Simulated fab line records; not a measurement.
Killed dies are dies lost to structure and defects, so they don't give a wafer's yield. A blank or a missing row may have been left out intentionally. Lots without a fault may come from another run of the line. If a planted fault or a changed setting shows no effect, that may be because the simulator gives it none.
Which of the tools did it?	flow gf180mcu	30 wafers from 10 lots sampled at 6 of the route's 602 steps

WHAT THE GAUGES SHOWED, per wafer
GF_MIM_RS_MEAS_10: a four-point-probe measurement.
lot	measured	on	MIM_ALCU_RS (ohm/sq)
L385	day 24 18:22	filmMetro-03	0.1600 0.1592 0.1585
L386	day 24 23:48	filmMetro-01	0.1627 0.1590 0.1602
L387	day 25 11:18	filmMetro-02	0.1561 0.1589 0.1582
L389	day 26 11:14	filmMetro-02	0.1600 0.1628 0.1631
L392	day 27 03:00	filmMetro-02	0.1595 0.1594 0.1612
L397	day 28 12:50	filmMetro-03	0.1575 0.1593 0.1599
L400	day 29 15:38	filmMetro-02	0.1600 0.1601 0.1602
L402	day 30 02:53	filmMetro-01	0.1656 0.1362 0.1377 0.1657 0.1362 0.1379
L403	day 30 08:57	filmMetro-02	0.1599 0.1344 0.1356 0.1597 0.1346 0.1356
L405	day 31 00:17	filmMetro-02	0.1592 0.1585 0.1598

GF_MIM_THK_MEAS_11: measures by xrf.
lot	measured	on	MIM_ALCU_THK (nm)
L385	day 24 18:29	filmMetro-03	200.0 199.3 200.7
L386	day 24 23:55	filmMetro-01	196.8 200.8 200.8
L387	day 25 11:24	filmMetro-02	205.7 202.6 203.5
L389	day 26 11:21	filmMetro-02	199.9 197.0 197.3
L392	day 27 03:07	filmMetro-02	201.1 201.6 199.7
L397	day 28 12:57	filmMetro-03	204.7 201.2 200.9
L400	day 29 15:44	filmMetro-02	201.0 200.2 201.1
L402	day 30 07:07	filmMetro-01	193.9 235.0 232.3 194.9 234.9 232.4
L403	day 30 11:16	filmMetro-02	201.7 238.9 236.9 203.6 237.1 236.4
L405	day 31 00:25	filmMetro-02	200.6 202.2 200.9

TOOL THAT RAN EACH LOT (tool first, then ch and the chambers of the sampled wafers, then the start)
lot	GF_V4_STRIP_18	GF_V4_CMP_26	GF_MIM_CVD_05	GF_MIM_SPUTTER_08
L385	plasmaAsher-01 ch 0,1, day 24 16:43	cmp-02 ch 0,1, day 24 17:41	pecvd-01 ch 1,2, day 24 18:10	pvdSputter-04, day 24 18:18
L386	plasmaAsher-03 ch 1, day 24 22:06	cmp-02 ch 0,1,3, day 24 23:10	pecvd-01 ch 0,1,2, day 24 23:35	pvdSputter-04, day 24 23:43
L387	plasmaAsher-01 ch 0,1, day 25 09:15	cmp-01 ch 2,3, day 25 10:33	pecvd-03 ch 0,1,2, day 25 11:04	pvdSputter-01, day 25 11:12
L389	plasmaAsher-04 ch 0,1, day 26 09:35	cmp-02 ch 0,1,2, day 26 10:31	pecvd-02 ch 0,1,2, day 26 11:02	pvdSputter-03, day 26 11:10
L392	plasmaAsher-01 ch 0,1, day 27 01:20	cmp-01 ch 1,2, day 27 02:16	pecvd-03 ch 0,1,2, day 27 02:47	pvdSputter-04, day 27 02:55
L397	plasmaAsher-04 ch 0,1, day 28 11:05	cmp-01 ch 1,2, day 28 12:04	pecvd-01 ch 0,1,2, day 28 12:32	pvdSputter-01, day 28 12:43
L400	plasmaAsher-03 ch 0,1, day 29 13:58	cmp-01 ch 0,1,3, day 29 14:59	pecvd-01 ch 0,1,2, day 29 15:25	pvdSputter-01, day 29 15:33
L402	plasmaAsher-03 ch 0,1, day 30 01:14	cmp-01 ch 1,3, day 30 02:10	pecvd-03 ch 0,1,2, day 30 02:41	pvdSputter-01, day 30 02:49
L403	plasmaAsher-01 ch 0, day 30 07:17	cmp-01 ch 1,2, day 30 08:14	pecvd-02 ch 0,1, day 30 08:45	pvdSputter-01, day 30 08:53
L405	plasmaAsher-04 ch 0,1, day 30 22:13	cmp-01 ch 0,1,2, day 30 23:34	pecvd-01 ch 0,1,2, day 31 00:06	pvdSputter-04, day 31 00:14
- GF_V4_STRIP_18: strips in O2/N2.
- GF_V4_CMP_26: polishes, stops on SiO2, t overpolish 15 s, target thk 0 nm.
- GF_MIM_CVD_05: deposits Si3N4, target thk 42 nm, time 29.086 s.
- GF_MIM_SPUTTER_08: material AlCu, target thk 200 nm, time 10.6 s.

WHAT THE TOOLS THEMSELVES READ (means of the sampled wafers that have a number; where no wafer has one, the mark that the record gives instead)
GF_V4_STRIP_18.
lot	tool	drypumpMotorCurrentA (A)	heaterPowerW (W)	n2FlowSccm (sccm)	oesProductAu (a.u.)	platenTempC (C)
L385	plasmaAsher-01	5.5	341	300.6	0.590	250.05
L386	plasmaAsher-03	5.6	348	300.2	0.589	249.80
L387	plasmaAsher-01	5.5	342	300.3	0.596	250.02
L389	plasmaAsher-04	5.6	348	299.3	0.590	250.00
L392	plasmaAsher-01	5.5	343	299.8	0.588	250.01
L397	plasmaAsher-04	5.5	353	299.2	0.591	249.90
L400	plasmaAsher-03	5.8	338	300.0	0.593	250.10
L402	plasmaAsher-03	5.7	342	299.5	0.589	250.01
L403	plasmaAsher-01	4.9	321	299.7	0.593	249.83
L405	plasmaAsher-04	5.5	352	299.3	0.596	250.02

GF_V4_CMP_26.
lot	tool	motorCurrentA (A)	overpolishRunS (s)	platenRpm (rpm)	timeToEndpointS (s)
L385	cmp-02	11.8	15.001	60.02	83
L386	cmp-02	11.2	14.996	60.00	83
L387	cmp-01	12.0	15.002	60.01	84
L389	cmp-02	11.4	15.005	60.00	86
L392	cmp-01	10.7	14.994	59.97	90
L397	cmp-01	11.3	14.993	59.99	86
L400	cmp-01	11.5	15.002	59.98	88
L402	cmp-01	11.2	14.999	60.03	87
L403	cmp-01	11.3	15.003	60.03	87
L405	cmp-01	11.8	15.006	60.00	91

GF_MIM_CVD_05.
lot	tool	heaterPowerW (W)
L385	pecvd-01	574
L386	pecvd-01	624
L387	pecvd-03	705
L389	pecvd-02	609
L392	pecvd-03	751
L397	pecvd-01	599
L400	pecvd-01	588
L402	pecvd-03	678
L403	pecvd-02	526
L405	pecvd-01	599

GF_MIM_SPUTTER_08.
lot	tool	throttleValvePct (%)
L385	pvdSputter-04	28.9
L386	pvdSputter-04	29.2
L387	pvdSputter-01	30.1
L389	pvdSputter-03	30.2
L392	pvdSputter-04	29.4
L397	pvdSputter-01	30.5
L400	pvdSputter-01	31.0
L402	pvdSputter-01	29.9
L403	pvdSputter-01	30.5
L405	pvdSputter-04	29.4

THE ANSWER, worked out from the rows above alone
Rule: usual is defined by the lots themselves. Put in order of their means at a reading, lots are off if they are a third of the lots or fewer, leave a main group of 4 or more, and stand apart from it by a gap of 3 or more times the standard deviation of the main group's means; of several such gaps the widest counts. Not used: any main group whose means are identical at the precision the tables above print for the reading. A lot without any number at a reading at which 4 lots or more have one is off too. Where the step has rows for the other lots, those lots are counted as sound. The gauges are gone through in route order, then the tools' own readings, and for those a lot's mean is taken as printed above. The first step at which some lot is off is used, and at that step the reading that is off furthest; a lot without a number counts as furthest.
Off: L402, L403, at GF_MIM_RS_MEAS_10 (MIM_ALCU_RS). The main group: mean 0.1597 ohm/sq, standard deviation 0.0012.
If a tool, at a process step before that reading, ran all the lots that are off and no sound lot after the first of them, it fits. Gauges at GF_MIM_RS_MEAS_10: tried the same way as those tools. One candidate fits, namely pvdSputter-01 at GF_MIM_SPUTTER_08. A fault onset in the window from L400 (day 29 15:33, its last sound lot) to L402 (day 30 02:49, its first lot off) fits.

WHAT THE SIMULATOR PUT IN
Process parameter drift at GF_MIM_SPUTTER_08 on pvdSputter-01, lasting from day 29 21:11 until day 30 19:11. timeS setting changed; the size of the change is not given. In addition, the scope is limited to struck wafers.
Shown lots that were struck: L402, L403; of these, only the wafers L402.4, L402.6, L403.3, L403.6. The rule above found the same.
